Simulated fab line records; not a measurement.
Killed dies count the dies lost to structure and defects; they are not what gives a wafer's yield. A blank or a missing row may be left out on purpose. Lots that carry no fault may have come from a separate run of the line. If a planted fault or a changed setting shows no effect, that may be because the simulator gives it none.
Chamber matching | flow sky130 | SKY_CONTACT_ETCH_16 on rie diel-03: 4 sister chambers
The step etches BARC in N2/H2, stops on SiO2, time 45.9 s, target depth 60 nm. 18 wafers are shown with their chamber, then 9 later ones without.

## EACH WAFER AND ITS CHAMBER
wafer  | chamber | oes product au (a.u.) | bias w (W) | throttle valve pct (%)
L077.4 | 2       | 0.861                 | 100.0      | 13.214
L077.5 | 1       | 0.847                 | 100.3      | 13.237
L077.6 | 2       | 0.853                 | 100.2      | 13.233
L082.1 | 0       | 0.857                 | 100.2      | 13.218
L082.5 | 0       | 0.860                 | 100.0      | 13.235
L082.6 | 3       | 0.855                 | 100.3      | 13.216
L084.2 | 1       | 0.857                 | 99.9       | 13.221
L084.3 | 2       | 0.857                 | 100.2      | 13.217
L084.5 | 2       | 0.857                 | 100.2      | 13.227
L086.2 | 0       | 0.851                 | 100.3      | 13.228
L086.4 | 1       | 0.855                 | 100.0      | 13.211
L086.5 | 3       | 0.853                 | 99.7       | 13.222
L091.2 | 3       | 0.855                 | 100.0      | 13.210
L091.3 | 0       | 0.858                 | 99.9       | 13.227
L091.6 | 1       | 0.850                 | 100.4      | 13.233
L094.1 | 3       | 0.846                 | 99.7       | 13.225
L094.3 | 0       | 0.858                 | 100.4      | 13.221
L094.5 | 2       | 0.851                 | 99.6       | 13.234

SIGNATURES (means of the wafers above)
reading            | chamber 0 | chamber 1 | chamber 2 | chamber 3 | scatter within a chamber
oes product au     | 0.85680   | 0.85225   | 0.85580   | 0.85225   | 0.00401
bias w             | 100.160   | 100.150   | 100.040   | 99.925    | 0.248
throttle valve pct | 13.22580  | 13.22550  | 13.22500  | 13.21825  | 0.0087
Rule: a wafer's distance from a chamber is the root of the sum, over the readings, of the square of ((its reading less the chamber's mean) divided by the reading's scatter). The wafer belongs to the nearest chamber; if the next one is less than 2 further off, it can't be placed. The scatter: take each reading less its chamber's mean, square it, sum over the shown wafers, divide by the number of wafers less the number of chambers, and take the root.

## WAFERS WHOSE CHAMBER IS MISSING
wafer  | oes product au (a.u.) | bias w (W) | throttle valve pct (%)
L093.1 | 0.856                 | 100.3      | 13.234
L093.2 | 0.851                 | 100.0      | 13.226
L093.4 | 0.849                 | 99.8       | 13.233
L095.2 | 0.853                 | 99.8       | 13.227
L095.3 | 0.855                 | 100.3      | 13.226
L095.5 | 0.860                 | 99.6       | 13.222
L096.1 | 0.855                 | 99.8       | 13.211
L096.2 | 0.861                 | 99.9       | 13.237
L096.4 | 0.851                 | 100.0      | 13.218

## WHICH CHAMBER EACH ONE RAN IN
wafer  | from the rows above               | in truth
L093.1 | can't be placed: 0 or 2 or 1 or 3 | 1
L093.2 | can't be placed: 1 or 3 or 2 or 0 | 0
L093.4 | can't be placed: 1 or 3 or 2 or 0 | 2
L095.2 | can't be placed: 3 or 2 or 1 or 0 | 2
L095.3 | can't be placed: 0 or 1 or 2 or 3 | 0
L095.5 | can't be placed: 2 or 3 or 0 or 1 | 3
L096.1 | can't be placed: 3 or 2 or 0 or 1 | 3
L096.2 | can't be placed: 0 or 2 or 1 or 3 | 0
L096.4 | can't be placed: 3 or 1 or 2 or 0 | 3
Placed correctly: 0 of 9. From these rows, 9 cannot be placed; in 9 the true chamber is one of the candidates. 0 placed wrongly.
